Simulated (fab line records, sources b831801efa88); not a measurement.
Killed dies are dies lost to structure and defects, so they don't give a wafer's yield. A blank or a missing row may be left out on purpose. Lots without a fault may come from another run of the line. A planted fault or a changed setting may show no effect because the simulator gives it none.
A struck lot beside a sound one | flow sky130 | 22 steps out of a route of 708
Sound: wafers L720.1, L720.3, L720.5. Struck: wafer L719.6. (L719.1, L719.5 of the same lot were not struck and are left out.) The cause comes at the end.
At each step with rows: each side's tool, then ch and its chambers, then its first start. Under that, the readings that differ: sound wafers | struck wafers | difference of the means | sigmas: that difference in standard deviations of wafers without a fault.
alike: readings whose means differ by less than 2 such deviations, and words and numbers that are the same on both sides. not compared: withheld readings, readings that some wafer has no value for, bounds like >300 that may hide the same value, and numbers for which the record gives no deviation and whose values overlap.
The two part at a step that has a row with sigmas, a row that says differs or no value, or rows on one side only. Numbers that don't overlap but have no deviation are shown without sigmas and don't part them. A reading that every wafer of one side lacks parts them only if that side has two wafers or more.

SKY_SONOS_ONO_CD_MEAS_13: target cd 410 nm.
  sound on cd_sem-02, day 18 02:34; struck on cd_sem-01, day 18 02:22
  alike: cd_nm
SKY_SONOS_ONO_OVL_MEAS_14:
  sound on overlay-01, day 18 02:41; struck on overlay-02, day 18 02:29
  alike: SONOS_ONO_OVL
SKY_SONOS_ONO_ETCH_15: etches the open film in CHF3/O2, target depth 19.52 nm, time 7.8 s.
  sound on rie_diel-01 ch 1,3, day 18 02:43; struck on rie_diel-04 ch 1, day 18 02:31
  alike: drypump_motor_current_A, oes_product_au, throttle_valve_pct
  not compared: rf_hours_counter_h
then, 1 step without rows for these wafers: SKY_SONOS_ONO_WET_ETCH_16 (etches SiO2 in dHF, target depth 14 nm, time 280 s).
SKY_SONOS_ONO_STRIP_17: strips in O2/N2.
  sound on plasma_asher-02 ch 1, day 18 02:50; struck on plasma_asher-03 ch 1, day 18 02:38
  alike: drypump_motor_current_A, oes_product_au, strip_time_to_endpoint_s
  not compared: rf_hours_counter_h
then, 3 steps without rows for these wafers: SKY_SONOS_ONO_WET_ETCH_18 (etches Si3N4 in H3PO4, target depth 15 nm, time 172 s); SKY_GATE_OXIDE_CLEAN_00 (cleans in SC1/SC2, time 150 s); SKY_GATE_OXIDE_OXIDATION_01 (stabilise 600 s, purge 300 s, target thk 10.268 nm).
SKY_GATE_OXIDE_THK_MEAS_02:
  sound on film_metro-03, day 18 05:02; struck on film_metro-01, day 18 05:02
  alike: GATE_OXIDE_OXIDATION_00_THK
then, 3 steps without rows for these wafers: SKY_GATE_OXIDE_DEHYDRATE_03 (time 60 s); SKY_GATE_OXIDE_HMDS_04 (prime time 60 s); SKY_GATE_OXIDE_COAT_05 (resist thk 1140 nm).
SKY_GATE_OXIDE_SOFTBAKE_06: time 60 s.
  sound on litho_track-04 ch 0, day 18 20:07; struck on litho_track-03 ch 0, day 18 20:02
  reading                  | sound             | struck | difference | sigmas
  heater_power_total_W (W) | 56.50 56.54 56.64 | 66.98  | +10.42     | +99 or more
  run_length_s (s)         | 89.22 89.13 89.43 | 64.81  | -24.45     | -99 or more
then, 2 steps without rows for these wafers: SKY_GATE_OXIDE_EXPOSE_07 (exposes mask LVOM, target cd 600 nm); SKY_GATE_OXIDE_PEB_08.
SKY_GATE_OXIDE_DEVELOP_09: develop time 60 s.
  sound on litho_track-04 ch 0, day 19 10:49; struck on litho_track-03 ch 0, day 19 10:17
  reading                                         | sound          | struck | difference | sigmas
  model.NOVOLAK_of_GATE_OXIDE_COAT_05.thk_nm (nm) | 1145 1144 1144 | 1153   | +9         |
  alike: developer_temp_C
SKY_GATE_OXIDE_OVL_MEAS_10:
  sound on overlay-01, day 19 10:58; struck on overlay-01, day 19 10:26
  alike: GATE_OXIDE_OVL
then, 2 steps without rows for these wafers: SKY_GATE_OXIDE_IMPLANT_11; SKY_GATE_OXIDE_WET_ETCH_12 (etches SiO2 in dHF, target depth 16.8 nm, time 336 s).
SKY_GATE_OXIDE_STRIP_13: strips in O2/N2.
  sound on plasma_asher-04 ch 0,1, day 19 11:16; struck on plasma_asher-03 ch 1, day 19 10:44
  alike: drypump_motor_current_A, oes_product_au, strip_time_to_endpoint_s
  not compared: rf_hours_counter_h
SKY_GATE_OXIDE_TW_MEAS_14:
  sound on film_metro-04, day 19 11:22; struck on film_metro-01, day 19 10:50
  alike: GATE_OXIDE_TW
then, 1 step without rows for these wafers: SKY_PAD_OPEN_PROBE_99.

WHERE THEY PART
Only at SKY_GATE_OXIDE_SOFTBAKE_06, within this record. Later steps at which nothing parts them and some readings are alike: SKY_GATE_OXIDE_DEVELOP_09, SKY_GATE_OXIDE_OVL_MEAS_10, SKY_GATE_OXIDE_STRIP_13, SKY_GATE_OXIDE_TW_MEAS_14.

WHY: what the simulator had put in
Process parameter drift: litho_track-03, from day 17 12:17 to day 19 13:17, at SKY_GATE_OXIDE_SOFTBAKE_06. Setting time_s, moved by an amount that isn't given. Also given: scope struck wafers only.
